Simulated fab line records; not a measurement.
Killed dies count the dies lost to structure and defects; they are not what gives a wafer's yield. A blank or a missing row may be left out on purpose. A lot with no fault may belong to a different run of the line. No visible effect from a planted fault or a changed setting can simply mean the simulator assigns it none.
fab line records | flow sky130
record: lots: 6 wafers: 18 lastDay: 50
route steps=708 shown LOCAL_INTERCONNECT@388 PAD_OPEN@708
lots that met no fault: from a run of the same line without faults
startH: start of the lot's first displayed wafer, in hours after the record's first day | waitH: hours since the lot's step before | " repeats the value in the row above | L1.1+2: one row covering several wafers at once | - no value, or no start was given | * or withheld: withheld | < > ~ a bound
route shown NAME@n: NAME is a module with steps in the file, n the number in the route of the first one | usual: the fault-free wafers' mean and standard deviation | same: alike in all rows | chamber/n: place in a boat | sites: each site's reading | _std_site: the values' standard deviation | _edge_site: outer sites' mean less inner sites' | radiusMm: for every site, how far away it sits from the centre of the wafer | mask NAME#n: copy n | behind: tool/chamber where the wafer was last shaped | hold: the reason the lot was held/the length of the hold in hours/how it ended | device: transistor that didn't switch, given as n, p or np | end of line: the route-end tests of the same wafers | a step given without rows: its recipe and nothing more | killed: at the first sort, the dies lost to defects and structure; wafer yield is something else | map: dies across one wafer; x = killed, . = not, _ = none there
set.NAME: the setting that was run; set.NAME@STEP: the one run at that earlier step | model.NAME: the simulator's own value behind a step, which no gauge read
lots seen at some steps along the route; tables by step, rows by wafer
services: a tool's chamber out of use, with start hour (startH, from the record's first day; less than 0 if before it), hours out, and reason
== steps ==
step: SKY_LOCAL_INTERCONNECT_RS_MEAS_01
recipe: thkMeasGauge: four-point-probe reads: TiN_of_LOCAL_INTERCONNECT_SPUTTER_00
usual: LOCAL_INTERCONNECT_TIN_RS: 14.15/0.18
columns lot.wafer tool chamber startH waitH LOCAL_INTERCONNECT_TIN_RS[ohm/sq]
L988.1 filmMetro-02 - 706.68 0.0 14.29
L988.3 " - " " 14.22
L988.4 " - " " 14.23
L992.1 filmMetro-01 - 739.80 0.0 14.35
L992.4 " - " " 14.20
L992.5 " - " " 14.30
L993.2 filmMetro-03 - 746.50 0.1 13.96
L993.3 " - " " 14.08
L993.4 " - " " 14.02
L105.1 filmMetro-02 - 840.93 0.0 13.88
L105.2 " - " " 13.80
L105.3 " - " " 14.10
L107.2 filmMetro-01 - 850.53 0.1 14.09
L107.3 " - " " 14.28
L107.4 " - " " 14.33
L108.2 filmMetro-03 - 853.30 0.1 14.31
L108.3 " - " " 14.11
L108.5 " - " " 14.19
step: SKY_LOCAL_INTERCONNECT_THK_MEAS_02
recipe: thkMeasGauge: xrf reads: TiN_of_LOCAL_INTERCONNECT_SPUTTER_00
usual: LOCAL_INTERCONNECT_TIN_THK: 99.2/1.4
columns lot.wafer tool chamber startH waitH LOCAL_INTERCONNECT_TIN_THK[nm]
L988.1 filmMetro-02 - 706.80 0.1 99.3
L988.3 " - " " 99.9
L988.4 " - " " 99.4
L992.1 filmMetro-01 - 739.92 0.1 97.6
L992.4 " - " " 98.9
L992.5 " - " " 98.0
L993.2 filmMetro-03 - 746.61 0.1 99.4
L993.3 " - " " 99.1
L993.4 " - " " 99.3
L105.1 filmMetro-02 - 841.05 0.1 102.0
L105.2 " - " " 102.1
L105.3 " - " " 100.6
L107.2 filmMetro-01 - 850.64 0.1 99.0
L107.3 " - " " 97.7
L107.4 " - " " 96.9
L108.2 filmMetro-03 - 853.41 0.1 98.0
L108.3 " - " " 98.9
L108.5 " - " " 98.8
step: SKY_LOCAL_INTERCONNECT_DEHYDRATE_03
recipe: tempC: 200 timeS: 60
step: SKY_LOCAL_INTERCONNECT_HMDS_04
recipe: primeTimeS: 60 primeTempC: 120
step: SKY_LOCAL_INTERCONNECT_COAT_05
recipe: resist: BARC tempC: withheld timeS: withheld spinRpm: 3000 resistThkNm: 60
step: SKY_LOCAL_INTERCONNECT_COAT_06
recipe: resist: KrF-thick spinRpm: 3000 resistThkNm: 450
step: SKY_LOCAL_INTERCONNECT_SOFTBAKE_07
recipe: tempC: 100 timeS: 90 resist: KrF-thick
step: SKY_LOCAL_INTERCONNECT_EXPOSE_08
recipe: maskId: LI1M na: 0.8 sourceShape: annular sigmaInner: 0.55 sigmaOuter: 0.85 targetCdNm: 170 doseMj: 28
step: SKY_LOCAL_INTERCONNECT_PEB_09
recipe: pebTempC: withheld pebTimeS: withheld resist: KrF-thick
step: SKY_LOCAL_INTERCONNECT_DEVELOP_10
recipe: developTimeS: 60 resist: KrF-thick devTempC: 21
step: SKY_LOCAL_INTERCONNECT_CD_MEAS_11
recipe: targetCdNm: 170
usual: cdNm: 170.1/1.3
columns lot.wafer tool chamber startH waitH cdNm
L988.1 cdSem-02 - 734.72 - 171.9
L988.3 " - " " 172.1
L988.4 " - " " 172.1
L992.1 cdSem-01 - 766.54 - 167.6
L992.4 " - " " 168.0
L992.5 " - " " 168.8
L993.2 cdSem-01 - 773.79 - 169.4
L993.3 " - " " 170.8
L993.4 " - " " 170.0
L105.1 cdSem-01 - 867.90 - 172.3
L105.2 " - " " 170.4
L105.3 " - " " 172.5
L107.2 cdSem-02 - 876.44 - 169.2
L107.3 " - " " 171.0
L107.4 " - " " 171.2
L108.2 cdSem-01 - 879.39 - 170.0
L108.3 " - " " 171.6
L108.5 " - " " 169.3
step: SKY_LOCAL_INTERCONNECT_OVL_MEAS_12
usual: LOCAL_INTERCONNECT_OVL: 1/4.8
columns lot.wafer tool chamber startH waitH LOCAL_INTERCONNECT_OVL[nm]
L988.1 overlay-01 - 734.84 0.1 -4
L988.3 " - " " -8
L988.4 " - " " -5
L992.1 overlay-02 - 766.66 0.1 12
L992.4 " - " " 3
L992.5 " - " " 5
L993.2 overlay-02 - 773.90 0.1 6
L993.3 " - " " 2
L993.4 " - " " 2
L105.1 overlay-01 - 868.02 0.1 7
L105.2 " - " " 0
L105.3 " - " " -1
L107.2 overlay-02 - 876.55 0.1 3
L107.3 " - " " 3
L107.4 " - " " -4
L108.2 overlay-01 - 879.50 0.1 -3
L108.3 " - " " -4
L108.5 " - " " -1
step: SKY_LOCAL_INTERCONNECT_ETCH_13
recipe: chemistry: N2/H2 target: BARC ionEnergyEv: 200 biasW: 100 pressureMtorr: 30 n2FlowSccm: 100 h2FlowSccm: 200 icpW: 500 stopOn: SiO2 timeS: 45.9 targetDepthA: 600
usual: biasW: 100.1/0.31 chamberPressureMTorr: 29.998/0.029 drypumpMotorCurrentA: 5.5/0.37 h2FlowSccm: 200.1/0.58 oesProductAu: 0.854/0.0048 throttleValvePct: 13.224/0.0085 timeS: 45.9/0
columns lot.wafer tool chamber startH waitH biasW chamberPressureMTorr drypumpMotorCurrentA h2FlowSccm oesProductAu rfHoursCounterH throttleValvePct timeS model.KrF-thick_of_LOCAL_INTERCONNECT_COAT_06.thkNm
L988.1 rieMetal-01 0 734.88 0.0 100.7 29.985 5.1 199.4 0.856 12 13.211 45.9 392.3
L988.3 " 0 " " 100.1 30.014 5.2 199.1 0.859 - 13.228 45.9 391.7
L988.4 " 0 " " 100.4 29.989 5.1 199.8 0.853 - 13.217 45.9 392.4
L992.1 rieMetal-02 0 766.70 0.0 - - - - - - - - 436.4
L992.4 " 1 " " - - - - - - - - 437.7
L992.5 " 0 " " - - - - - - - - 437.5
L993.2 rieMetal-04 0 773.93 0.0 - - - - - - - - 433.6
L993.3 " 0 " " - - - - - - - - 433.6
L993.4 " 1 " " - - - - - - - - 433
L105.1 rieMetal-04 1 868.05 0.0 100.6 29.974 5.7 200.7 0.853 7 13.222 45.9 392.6
L105.2 " 0 " " 100.1 29.982 5.9 199.6 0.850 1 13.230 45.9 391.4
L105.3 " 1 " " 100.1 29.983 5.7 200.5 0.859 - 13.221 45.9 391.7
L107.2 rieMetal-01 1 876.58 0.0 100.6 30.009 6.0 200.0 0.856 5 13.221 45.9 393
L107.3 " 1 " " 100.1 30.047 6.0 200.2 0.856 - 13.224 45.9 391.9
L107.4 " 0 " " 99.7 29.959 5.1 199.0 0.860 - 13.228 45.9 390.5
L108.2 rieMetal-02 0 879.53 0.0 100.5 29.936 5.5 199.0 0.851 13 13.235 45.9 392.3
L108.3 " 0 " " 100.5 29.991 5.6 199.9 0.856 - 13.237 45.9 392
L108.5 " 1 " " 99.9 30.034 4.8 200.2 0.849 - 13.209 45.9 392
step: SKY_LOCAL_INTERCONNECT_METAL_ETCH_14
recipe: targetDepthNm: 110 stopOn: PSG chemistry: Cl2/BCl3 target: TiN resistSidewallDeg: 88 pressureMtorr: 10 icpW: 900 biasW: 48.5 Cl2_flow_sccm: 60 bcl3FlowSccm: 30 timeS: 32.43
usual: bcl3FlowSccm: 30.01/0.1 biasW: 48.45/0.13 drypumpMotorCurrentA: 5.5/0.37 oesProductAu: 0.932/0.0084 throttleValvePct: 21.906/0.012
same: timeS: 32.43
columns lot.wafer tool chamber startH waitH bcl3FlowSccm biasW drypumpMotorCurrentA oesProductAu rfHoursCounterH throttleValvePct model.KrF-thick_of_LOCAL_INTERCONNECT_COAT_06.thkNm
L988.1 rieMetal-01 0 735.05 0.1 30.20 48.59 5.1 0.918 12 21.931 346.1
L988.3 " 0 " " 30.16 48.45 5.1 0.919 - 21.909 345.9
L988.4 " 0 " " 30.28 48.62 5.1 0.924 - 21.916 346.1
L992.1 rieMetal-02 0 766.76 0.0 29.91 - 5.6 0.376 8 22.263 392.1
L992.4 " 1 " " 30.10 - 4.8 0.366 - 22.249 391.7
L992.5 " 0 " " 30.08 - 5.5 0.373 - 22.272 392.9
L993.2 rieMetal-04 0 773.99 0.0 29.81 - 5.9 0.370 14 22.266 388.8
L993.3 " 0 " " 29.83 - 5.9 0.370 - 22.270 389
L993.4 " 1 " " 29.77 - 5.6 0.376 - 22.259 388.2
L105.1 rieMetal-04 1 868.11 0.0 30.13 - 5.7 0.937 8 21.883 347.6
L105.2 " 0 " " 30.01 - 5.9 0.947 1 21.910 345.6
L105.3 " 1 " " 29.98 - 5.7 0.936 - 21.913 346.4
L107.2 rieMetal-01 1 876.64 0.0 30.14 - 6.0 0.932 5 21.900 346.5
L107.3 " 1 " " 30.05 - 6.0 0.940 - 21.918 346
L107.4 " 0 " " 30.11 - 5.1 0.920 - 21.923 344.2
L108.2 rieMetal-02 0 879.59 0.0 30.05 - 5.6 0.926 13 21.922 347.6
L108.3 " 0 " " 30.07 - 5.6 0.936 - 21.895 347.2
L108.5 " 1 " " 29.89 - 4.8 0.928 - 21.897 346.1
step: SKY_LOCAL_INTERCONNECT_STRIP_15
recipe: chemistry: O2/N2 powerW: 1400 pressureMtorr: 1500 platenTempC: withheld o2FlowSccm: 3000 n2FlowSccm: 300 overashFraction: 0.5
usual: drypumpMotorCurrentA: 5.45/0.23 oesProductAu: 0.426/0.0045 stripTimeToEndpointS: 4.702/0.018
columns lot.wafer tool chamber startH waitH drypumpMotorCurrentA oesProductAu rfHoursCounterH stripTimeToEndpointS
L988.1 plasmaAsher-03 1 735.18 0.1 5.15 0.422 61 4.706
L988.3 " 0 " " 5.45 0.423 - 4.691
L988.4 " 1 " " 5.16 0.432 - 4.686
L992.1 plasmaAsher-03 1 766.81 0.0 5.13 0.449 64 5.173
L992.4 " 1 " " 5.16 0.446 - 5.180
L992.5 " 1 " " 5.13 0.438 - 5.183
L993.2 plasmaAsher-04 1 774.04 0.0 5.71 0.444 35 5.143
L993.3 " 1 " " 5.75 0.441 - 5.131
L993.4 " 0 " " 5.79 0.448 - 5.130
L105.1 plasmaAsher-02 1 868.17 0.0 5.51 0.428 12 4.709
L105.2 " 0 " " 5.67 0.425 12 4.713
L105.3 " 0 " " 5.65 0.430 - 4.693
L107.2 plasmaAsher-03 1 876.69 0.0 5.15 0.431 75 4.694
L107.3 " 1 " " 5.17 0.435 - 4.692
L107.4 " 0 " " 5.42 0.426 - 4.676
L108.2 plasmaAsher-02 1 879.65 0.0 5.52 0.427 13 4.703
L108.3 " 1 " " 5.52 0.420 - 4.699
L108.5 " 1 " " 5.50 0.421 - 4.688
step: SKY_LOCAL_INTERCONNECT_STRIP_16
recipe: chemistry: postEtchResidueRemover timeS: 1200 tempC: 72.5
step: SKY_PAD_OPEN_PROBE_99
usual: killed_at_M0_to_M3: 43/7.6 killed_at_M4_up: 2.9/1.9 killedAtContacts: 24/5 killedAtFrontEnd: 15/4.3 killedAtOther: 0.3/0.54 killedDies: 85/10 killedOnRim: 17/3.9 killedOpen: 47/7 killedShort: 38/6.4
same: grossDies: 492 killedAtBackSide: 0
columns lot.wafer tool chamber startH waitH hold killed_at_M0_to_M3 killed_at_M4_up killedAtContacts killedAtFrontEnd killedAtOther killedDies killedOnRim killedOpen killedShort
L988.1 prober-01 - 1098.47 0.1 - 32 6 32 12 0 82 15 50 32
L988.3 prober-01 - 1098.57 0.2 - 40 1 32 11 1 85 19 49 36
L988.4 prober-01 - 1098.62 0.2 - 42 8 29 10 0 89 22 42 47
L992.1 prober-01 - 1124.41 0.1 awaitDispo/1.5h/scrap 220 59 147 19 47 492 96 49 39
L992.4 prober-01 - 1124.56 0.2 awaitDispo/1.5h/scrap 201 65 148 9 69 492 96 30 30
L992.5 prober-01 - 1124.61 0.2 awaitDispo/1.5h/scrap 222 63 151 12 44 492 96 50 34
L993.2 prober-02 - 1127.95 0.1 awaitDispo/0.7h/scrap 209 59 159 20 45 492 96 62 44
L993.3 prober-02 - 1128.00 0.2 awaitDispo/0.7h/scrap 228 60 128 11 65 492 96 43 38
L993.4 prober-02 - 1128.05 0.2 awaitDispo/0.7h/scrap 213 52 141 23 63 492 96 47 49
L105.1 prober-02 - 1190.77 0.1 - 43 2 35 12 0 92 19 50 42
L105.2 prober-02 - 1190.82 0.1 - 45 4 25 14 0 88 16 55 33
L105.3 prober-02 - 1190.87 0.2 - 57 2 34 11 0 104 21 54 50
L107.2 prober-02 - 1199.43 0.1 - 43 6 15 23 0 87 17 44 43
L107.3 prober-02 - 1199.48 0.2 - 48 5 23 18 0 94 17 52 42
L107.4 prober-02 - 1199.53 0.2 - 51 2 17 17 0 87 17 42 45
L108.2 prober-01 - 1199.78 0.1 - 50 2 22 14 0 88 17 39 49
L108.3 prober-01 - 1199.83 0.2 - 53 0 20 12 1 86 12 45 41
L108.5 prober-01 - 1199.93 0.2 - 43 2 24 14 0 83 19 42 41
killed by level:class
L988.1 CONTACT:geometricParticle:open=12 VIA3:geometricParticle:open=8 LI_CONTACT:geometricParticle:open=8 VIA2:geometricParticle:open=8 VIA1:geometricParticle:open=6 POLY_GATE:geometricParticle:short=4 LI_CONTACT:geometricParticle:short=4 CONTACT:geometricParticle:short=4
L988.3 CONTACT:geometricParticle:open=13 VIA1:geometricParticle:open=9 LI_CONTACT:geometricParticle:open=6 METAL1:geometricParticle:short=5 CONTACT:geometricParticle:short=5 METAL1:geometricParticle:open=4 LI_CONTACT:geometricParticle:short=4 LOCAL_INTERCONNECT:geometricParticle:short=4
L988.4 VIA1:geometricParticle:open=9 CONTACT:geometricParticle:open=9 LI_CONTACT:geometricParticle:open=8 METAL4:geometricParticle:short=6 LOCAL_INTERCONNECT:geometricParticle:short=6 METAL3:geometricParticle:short=6 VIA3:geometricParticle:open=5 LI_CONTACT:geometricParticle:short=4
L992.1 LOCAL_INTERCONNECT:areaEtch=90 CONTACT:areaExpose=34 VIA4:areaExpose=34 METAL1:areaExpose=32 METAL2:areaExpose=32 METAL3:areaExpose=31 VIA2:areaExpose=31 VIA1:areaExpose=28
L992.4 LOCAL_INTERCONNECT:areaEtch=96 CAPM:areaExpose=44 METAL4:areaExpose=34 VIA1:areaExpose=34 CONTACT:areaExpose=33 METAL3:areaExpose=31 METAL2:areaExpose=31 VIA3:areaExpose=30
L992.5 LOCAL_INTERCONNECT:areaEtch=99 VIA3:areaExpose=34 METAL2:areaExpose=34 METAL4:areaExpose=33 VIA2:areaExpose=33 CONTACT:areaExpose=32 VIA1:areaExpose=29 VIA4:areaExpose=27
L993.2 LOCAL_INTERCONNECT:areaEtch=96 CONTACT:areaExpose=34 METAL1:areaExpose=34 CAPM:areaExpose=34 VIA1:areaExpose=28 VIA4:areaExpose=28 VIA3:areaExpose=27 VIA2:areaExpose=26
L993.3 LOCAL_INTERCONNECT:areaEtch=70 METAL4:areaExpose=37 METAL3:areaExpose=36 CAP2M:areaExpose=34 METAL2:areaExpose=34 VIA2:areaExpose=34 VIA3:areaExpose=32 CAPM:areaExpose=31
L993.4 LOCAL_INTERCONNECT:areaEtch=94 CAPM:areaExpose=33 METAL1:areaExpose=32 CAP2M:areaExpose=30 METAL2:areaExpose=29 VIA3:areaExpose=28 VIA1:areaExpose=28 METAL4:areaExpose=26
L105.1 CONTACT:geometricParticle:open=14 VIA1:geometricParticle:open=10 LI_CONTACT:geometricParticle:open=7 VIA3:geometricParticle:open=7 LOCAL_INTERCONNECT:geometricParticle:short=6 METAL1:geometricParticle:short=5 CONTACT:geometricParticle:short=5 VIA2:geometricParticle:short=5
L105.2 CONTACT:geometricParticle:open=11 VIA2:geometricParticle:open=8 VIA1:geometricParticle:open=7 LI_CONTACT:geometricParticle:open=6 VIA3:geometricParticle:open=6 FIELD_ISO:geometricParticle:open=5 METAL1:geometricParticle:short=5 METAL2:geometricParticle:short=5
L105.3 CONTACT:geometricParticle:open=13 VIA1:geometricParticle:open=11 METAL2:geometricParticle:short=9 VIA2:geometricParticle:open=8 LI_CONTACT:geometricParticle:open=7 VIA3:geometricParticle:open=7 LI_CONTACT:geometricParticle:short=6 CONTACT:geometricParticle:short=6
L107.2 FIELD_ISO:geometricParticle:open=9 FIELD_ISO:geometricParticle:short=9 VIA1:geometricParticle:open=7 VIA1:geometricParticle:short=6 VIA3:geometricParticle:open=6 LOCAL_INTERCONNECT:geometricParticle:short=5 METAL1:geometricParticle:short=5 CONTACT:geometricParticle:open=5
L107.3 VIA1:geometricParticle:open=11 CONTACT:geometricParticle:open=9 FIELD_ISO:geometricParticle:open=8 VIA3:geometricParticle:open=8 FIELD_ISO:geometricParticle:short=6 VIA2:geometricParticle:open=6 VIA1:geometricParticle:short=6 LOCAL_INTERCONNECT:geometricParticle:short=5
L107.4 FIELD_ISO:geometricParticle:short=10 VIA3:geometricParticle:open=9 METAL2:geometricParticle:short=8 VIA1:geometricParticle:short=7 VIA1:geometricParticle:open=7 VIA2:geometricParticle:open=6 CONTACT:geometricParticle:open=6 LI_CONTACT:geometricParticle:open=3
L108.2 METAL2:geometricParticle:short=10 VIA1:geometricParticle:short=8 VIA1:geometricParticle:open=8 CONTACT:geometricParticle:open=7 LI_CONTACT:geometricParticle:open=6 METAL1:geometricParticle:short=6 FIELD_ISO:geometricParticle:open=5 CONTACT:geometricParticle:short=5
L108.3 VIA1:geometricParticle:open=12 VIA1:geometricParticle:short=9 VIA2:geometricParticle:open=8 VIA3:geometricParticle:open=7 METAL2:geometricParticle:short=7 LI_CONTACT:geometricParticle:open=5 CONTACT:geometricParticle:open=5 POLY_GATE:geometricParticle:open=4
L108.5 VIA3:geometricParticle:open=10 VIA1:geometricParticle:open=8 METAL2:geometricParticle:short=7 LI_CONTACT:geometricParticle:open=6 CONTACT:geometricParticle:short=6 CONTACT:geometricParticle:open=6 FIELD_ISO:geometricParticle:short=5 VIA1:geometricParticle:short=4
map L992.1 (x killed, . not)
__________xxxxxxxxxx_________
________xxxxxxxxxxxxxx_______
______xxxxxxxxxxxxxxxxxx_____
_____xxxxxxxxxxxxxxxxxxxx____
____xxxxxxxxxxxxxxxxxxxxxx___
___xxxxxxxxxxxxxxxxxxxxxxxx__
__xxxxxxxxxxxxxxxxxxxxxxxxxx_
_xxxxxxxxxxxxxxxxxxxxxxxxxxxx
_xxxxxxxxxxxxxxxxxxxxxxxxxxxx
_xxxxxxxxxxxxxxxxxxxxxxxxxxxx
_xxxxxxxxxxxxxxxxxxxxxxxxxxxx
_xxxxxxxxxxxxxxxxxxxxxxxxxxxx
_xxxxxxxxxxxxxxxxxxxxxxxxxxxx
_xxxxxxxxxxxxxxxxxxxxxxxxxxxx
_xxxxxxxxxxxxxxxxxxxxxxxxxxxx
__xxxxxxxxxxxxxxxxxxxxxxxxxx_
___xxxxxxxxxxxxxxxxxxxxxxxx__
____xxxxxxxxxxxxxxxxxxxxxx___
_____xxxxxxxxxxxxxxxxxxxx____
______xxxxxxxxxxxxxxxxxx_____
________xxxxxxxxxxxxxx_______
__________xxxxxxxxxx_________
map L993.2 (x killed, . not)
__________xxxxxxxxxx_________
________xxxxxxxxxxxxxx_______
______xxxxxxxxxxxxxxxxxx_____
_____xxxxxxxxxxxxxxxxxxxx____
____xxxxxxxxxxxxxxxxxxxxxx___
___xxxxxxxxxxxxxxxxxxxxxxxx__
__xxxxxxxxxxxxxxxxxxxxxxxxxx_
_xxxxxxxxxxxxxxxxxxxxxxxxxxxx
_xxxxxxxxxxxxxxxxxxxxxxxxxxxx
_xxxxxxxxxxxxxxxxxxxxxxxxxxxx
_xxxxxxxxxxxxxxxxxxxxxxxxxxxx
_xxxxxxxxxxxxxxxxxxxxxxxxxxxx
_xxxxxxxxxxxxxxxxxxxxxxxxxxxx
_xxxxxxxxxxxxxxxxxxxxxxxxxxxx
_xxxxxxxxxxxxxxxxxxxxxxxxxxxx
__xxxxxxxxxxxxxxxxxxxxxxxxxx_
___xxxxxxxxxxxxxxxxxxxxxxxx__
____xxxxxxxxxxxxxxxxxxxxxx___
_____xxxxxxxxxxxxxxxxxxxx____
______xxxxxxxxxxxxxxxxxx_____
________xxxxxxxxxxxxxx_______
__________xxxxxxxxxx_________
== services ==
columns tool chamber startH hours kind
rieMetal-01 1 711.73 5.1 repair
rieMetal-04 0 711.93 18.1 repair
rieMetal-01 1 716.80 - clean
rieMetal-01 1 716.80 31.3 scheduledDown
rieMetal-01 1 716.80 31.3 ventCycle
rieMetal-02 1 718.01 2.9 repair
plasmaAsher-02 - 733.80 9.0 pm
plasmaAsher-02 0 733.80 9.0 ventCycle
plasmaAsher-02 1 733.80 9.0 ventCycle
plasmaAsher-02 0 742.80 - clean
plasmaAsher-02 1 742.80 - clean
plasmaAsher-02 - 751.26 4.6 repair
rieMetal-04 - 756.27 0.7 repair
rieMetal-01 1 763.83 3.2 repair
rieMetal-01 - 784.51 2.8 pm
rieMetal-04 0 799.96 - clean
rieMetal-04 0 799.96 22.0 scheduledDown
rieMetal-04 0 799.96 22.0 ventCycle
plasmaAsher-02 - 831.02 2.7 repair
rieMetal-02 1 834.70 - clean
rieMetal-02 1 834.70 12.6 scheduledDown
rieMetal-02 1 834.70 12.6 ventCycle
== key ==
firstSign: step: SKY_LOCAL_INTERCONNECT_ETCH_13 reading: toolRecord direction: missing
effect: step: SKY_LOCAL_INTERCONNECT_METAL_ETCH_14 reading: oesProductAu direction: down sigmas: 67 usual: 0.932 struck: 0.372
effect: step: SKY_LOCAL_INTERCONNECT_STRIP_15 reading: stripTimeToEndpointS direction: up sigmas: 25 usual: * struck: *
effect: step: SKY_PAD_OPEN_PROBE_99 reading: killedAtOther direction: up sigmas: 55 usual: 0.3 struck: 55.5
modelEffect: step: SKY_LOCAL_INTERCONNECT_ETCH_13 value: KrF-thick_of_LOCAL_INTERCONNECT_COAT_06.thkNm without: 392.3 struck: 435.3
modelEffect: step: SKY_LOCAL_INTERCONNECT_METAL_ETCH_14 value: KrF-thick_of_LOCAL_INTERCONNECT_COAT_06.thkNm without: 347.5 struck: 390.4
moreKillsBornAt: SKY_LOCAL_INTERCONNECT_ETCH_13@rieMetal-02: 285 SKY_LOCAL_INTERCONNECT_ETCH_13@rieMetal-04: 260
metAt SKY_LOCAL_INTERCONNECT_ETCH_13
struckWafers L992.1,L992.4,L992.5,L993.2,L993.3,L993.4
laterRowsLeftOut L992.1,L992.4,L992.5,L993.2,L993.3,L993.4
testerLeftOut L992,L993
fault: kind: skippedStepWhole tool: rieMetal-02,rieMetal-04 chamber: - onsetH: 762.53 steps: SKY_LOCAL_INTERCONNECT_ETCH_13 scope: struckLotsOnly
testerLeftOut: of these lots the tester's yield and bins aren't shown, on N5 and GAA mostly nor the transistor test; their killed dies are dies lost to structure and defects alone, not to doping, threshold or leakage, so they don't give the yield
laterRowsLeftOut: the simulator's readings of these wafers behind a module that went badly wrong aren't trusted and aren't shown, but for the sort
